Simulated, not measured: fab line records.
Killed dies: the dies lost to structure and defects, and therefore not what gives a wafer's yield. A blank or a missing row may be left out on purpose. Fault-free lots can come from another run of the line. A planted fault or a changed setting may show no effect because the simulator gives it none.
Comparing a struck lot with a sound one    flow sky130    15 steps out of a route of 708
Sound: wafers L452.3, L452.4, L452.6. Struck: wafers L458.2, L458.3, L458.6. Last of all comes the cause.
At each step with rows: each side's tool, then ch and its chambers, then its first start. Under that, the readings that differ: sound wafers    struck wafers    difference of the means    sigmas: that difference in standard deviations of wafers without a fault.
alike: a reading whose means differ by less than 2 such deviations, as well as words and numbers matching on both sides. not compared: withheld readings; readings where some wafer has no value; bounds like >300 that might hide an equal value; numbers whose values overlap and for which the record gives no deviation.
The two part at a step that has a row with sigmas, a row that says differs or no value, or rows on one side only. Numbers that have no deviation but don't overlap get no sigmas and don't part them. A reading that every wafer of one side lacks parts them only if that side has two wafers or more.

first, 8 steps without rows for these wafers: SKY_METAL3_DEHYDRATE_05 (time 60 s); SKY_METAL3_HMDS_06 (prime time 60 s); SKY_METAL3_COAT_07 (resist thk 60 nm); SKY_METAL3_COAT_08 (resist thk 1140 nm); SKY_METAL3_SOFTBAKE_09 (time 90 s); SKY_METAL3_EXPOSE_10 (exposes mask MM3, target cd 300 nm); SKY_METAL3_PEB_11; SKY_METAL3_DEVELOP_12 (develop time 60 s).
SKY_METAL3_CD_MEAS_13: the cd target is 300 nm.
  struck on cd_sem-02, day 43 18:48; sound on cd_sem-01, day 42 00:34
  alike: cd_nm
SKY_METAL3_OVL_MEAS_14:
  struck on overlay-02, day 43 18:55; sound on overlay-02, day 42 00:40
  alike: METAL3_OVL
SKY_METAL3_DESCUM_15: chemistry O2, time 8 s.
  sound on rie_metal-03 ch 0,1, day 42 00:41; struck on rie_metal-02 ch 0, day 43 18:56
reading                      sound              struck             difference  sigmas
drypump_motor_current_A (A)  5.5 5.7 5.4        6.4 6.4 6.4        +0.9        +2
oes_product_au (a.u.)        0.981 0.991 0.992  1.016 1.012 1.018  +0.027      +3
  alike: he_backside_leak_sccm
  not compared: rf_hours_counter_h
SKY_METAL3_ETCH_16: etches BARC in N2/H2, stops on SiO2, time 88.2 s, target depth 60 nm.
  sound on rie_metal-03 ch 0,1, day 42 00:44; struck on rie_metal-02 ch 0, day 43 18:58
  alike: bias_w, drypump_motor_current_A, he_backside_leak_sccm, oes_product_au, throttle_valve_pct
  not compared: rf_hours_counter_h
SKY_METAL3_ETCH_17: etches SiO2 in C4F8/O2/Ar, stops on TiN, time 3.9 s, target depth 15 nm.
  sound on rie_diel-02 ch 1,2, day 42 00:49; struck on rie_diel-03 ch 0,3, day 43 19:04
reading     sound           struck          difference  sigmas
bias_w (W)  1204 1199 1201  1033 1029 1031  -170        -47
  alike: oes_product_au
SKY_METAL3_METAL_ETCH_18: etches the open film in Cl2/BCl3, stops on SiO2, target depth 845 nm, time 183.1 s.
  sound on rie_metal-01 ch 0,1, day 42 00:53; struck on rie_metal-01 ch 0,1, day 43 19:05
  alike: bias_w, drypump_motor_current_A, he_backside_leak_sccm, oes_product_au, throttle_valve_pct
  not compared: rf_hours_counter_h
-- the record jumps here: 6 days lie between the struck wafers' starts before and after (it left off in module METAL3 and takes up again in module PAD_OPEN, whose first step shown is number 708 of the route) --
SKY_PAD_OPEN_PROBE_99:
  struck on prober-01, day 50 01:35; sound on prober-01, day 48 18:19
  alike: defect_limited_yield, killed_at_M0_to_M3, killed_at_M4_up, killed_at_contacts, killed_at_front_end, killed_at_other, killed_dies, killed_open, killed_short, sort_bin_3_pad_short, sort_bin_5_function, sort_bin_6_memory, sort_n_pass, sort_yield_pct

WHERE THEY PART
Last at SKY_METAL3_ETCH_17 as far as this record goes, first at SKY_METAL3_DESCUM_15. Later steps at which nothing parts them and some readings are alike: SKY_METAL3_METAL_ETCH_18, SKY_PAD_OPEN_PROBE_99.

WHY: whatever the simulator had introduced
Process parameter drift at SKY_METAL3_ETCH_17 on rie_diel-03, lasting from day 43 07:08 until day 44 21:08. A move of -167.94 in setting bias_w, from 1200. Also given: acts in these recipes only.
